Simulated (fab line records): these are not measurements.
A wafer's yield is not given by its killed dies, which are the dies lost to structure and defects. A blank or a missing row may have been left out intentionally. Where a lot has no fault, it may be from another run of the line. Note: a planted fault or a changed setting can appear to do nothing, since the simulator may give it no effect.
Problem report in the 8D (eight disciplines) form, filled by code    flow gf180mcu    the parts of the form that need people (team, actions taken, sign-off) are left out

1. THE PROBLEM
Mean of strip_time_to_endpoint_s at GF_TOP_METAL_STRIP_17: 12.21 s across 6 wafers in 2 lots; on wafers with no fault it is 12.94 s (standard deviation 0.074). That is -9.9 standard deviations from the usual mean.
The step: strips in O2/N2.
Seen first at day 31 19:23 on plasma_asher-02, wafer L714.1. At this step, 33 wafers from 11 lots have a number in the record. By rule, "out" or "out of limits" means more than 4 standard deviations away from the usual mean. The rest of the wafers with a number are treated as sound.

2. WHAT THIS IS AND IS NOT
question                     is                        is not
which readings at this step  strip_time_to_endpoint_s  drypump_motor_current_A, heater_power_w, oes_product_au
which lots                   L714, L718                L702, L704, L705, L706, L708, L715, L720, L723, L724
which wafers of those lots   all that have a number    -
read on which tools          plasma_asher-02           plasma_asher-03, plasma_asher-04
when                         from day 31 19:23         up to then (15 sound wafers); but 12 sound wafers of L715, L720, L723, L724 came after

3. THE SUSPECTS, EACH WITH WHAT RULES IT OUT
Counting: a tool at any process step up to the reading remains a suspect when it ran all the lots that are out and ran no sound lot after the first of those.
- litho_track-04 at GF_TOP_METAL_COAT_09 (resist thk 1500 nm): kept. It ran every lot that is out, first L714 (day 31 10:27), and no sound lot after that; its last sound lot up to then is L708 (day 29 10:18).
- plasma_asher-02 at GF_TOP_METAL_STRIP_17 (strips in O2/N2): ruled out as a lasting fault. The sound lots L715 went through it after L714, its earliest lot that is out (day 31 19:23).
Remaining after the count: litho_track-04 at GF_TOP_METAL_COAT_09.

4. THE CAUSE (what the simulator had put in)
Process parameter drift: litho_track-04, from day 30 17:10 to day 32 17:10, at GF_TOP_METAL_COAT_09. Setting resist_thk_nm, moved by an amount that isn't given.
Counting left only this tool.

5. THE CHAIN OF EFFECTS, in route order
Each row: a reading whose mean over the struck wafers that have a number lies more than 3 standard deviations from the usual. Only readings whose record carries a usual standard deviation are examined. hours: median over the lots of the time between each lot's start at the first step of this table that gives one and its start at this step. sigmas: the change, counted in usual standard deviations.
hours  step                   reading                   usual    on struck wafers  change  sigmas
0      GF_TOP_METAL_STRIP_17  strip_time_to_endpoint_s  12.94 s  12.21             -0.73   -9.9
Here are the process steps it includes:
- GF_TOP_METAL_STRIP_17: strips in O2/N2.

6. WHAT WOULD HAVE CAUGHT IT SOONER
26 hours passed between the start of the fault at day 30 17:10 and the first reading out of limits in this record, taken at day 31 19:23.
Of the lots that are out (2), L718 began GF_TOP_METAL_COAT_09 on litho_track-04 after day 31 19:23. A hold on the tool at that time would have spared it.
